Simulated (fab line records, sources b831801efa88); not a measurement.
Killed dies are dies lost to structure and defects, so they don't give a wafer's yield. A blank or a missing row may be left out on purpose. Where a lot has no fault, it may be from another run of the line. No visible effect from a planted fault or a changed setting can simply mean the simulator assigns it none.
Problem report in the 8D (eight disciplines) form, filled by code -- flow sky130 -- the parts of the form that need people (team, actions taken, sign-off) are left out

1. PROBLEM STATEMENT
At SKY_DNWELL_COAT_02, spin speed rpm averages 2379.9 rpm over 9 wafers from 3 lots, while fault-free wafers read 2000.0 rpm, standard deviation 1.2. So: +99 or more standard deviations from the usual mean.
The step: resist thk 3000 nm.
First seen on wafer L948.2, day 4 14:39, on litho track-01. The record holds 36 wafers of 12 lots with a number at this step. Rule for "out" (also "out of limits"): further than 4 standard deviations from the usual mean. The other wafers with a number count as sound.

2. WHAT IT IS, WHAT IT ISN'T
question,is,is not
which readings at this step,spin speed rpm,-
which lots,"L948, L951, L955","L940, L941, L943, L944, L946, L952, L958, L961, L963"
which wafers of those lots,all that have a number,-
read on which tools,litho track-01,"litho track-02, litho track-03"
when,from day 4 14:39,"up to then (15 sound wafers); but 12 sound wafers of L952, L958, L961, L963 came after"

3. WHAT RULES OUT EACH SUSPECT
Counting: any tool at a process step up to the reading is kept as a suspect provided that every lot that is out went through it and no sound lot did after the first of them.
- litho track-01 at SKY_DNWELL_COAT_02 (resist thk 3000 nm): kept. It processed each lot that is out, first L948 at day 4 14:39, and no sound lot thereafter; up to then, the last sound lot it processed was L946 at day 4 04:49. On those wafers its own readings are out: spin speed rpm.
After counting, what remains is litho track-01 at SKY_DNWELL_COAT_02.

4. THE CAUSE (what the simulator had put in)
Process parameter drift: litho track-01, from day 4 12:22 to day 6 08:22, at SKY_DNWELL_COAT_02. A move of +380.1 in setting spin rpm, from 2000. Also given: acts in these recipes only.
Counting left only this tool.

5. THE CHAIN OF EFFECTS, in route order
Each row: a reading whose mean over the struck wafers that have a number lies more than 3 standard deviations from the usual. Scope: only readings with a usual standard deviation given in the record; hours: median across lots of the time from each lot's start at the first step in this table that gives one to its start at this step; sigmas: change in usual standard deviations.
hours,step,reading,usual,on struck wafers,change,sigmas
0,SKY_DNWELL_COAT_02,spin speed rpm,2000.0 rpm,2379.9,+379.9,+99 or more
10,SKY_DNWELL_STRIP_08,strip time to endpoint s,36.90 s,34.02,-2.88,-29
Here are the process steps it includes:
- SKY_DNWELL_COAT_02: resist thk 3000 nm.
- SKY_DNWELL_STRIP_08: strips in O2/N2.
Later measuring or inspecting steps at which every struck wafer that the step has a row for has a number for every such reading, and none has moved that far: SKY_VT_ADJUST_LVTN_OVL_MEAS_18.

6. HOW IT WOULD HAVE BEEN CAUGHT EARLIER
2 hours passed between the start of the fault at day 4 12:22 and the first reading out of limits in this record, taken at day 4 14:39.
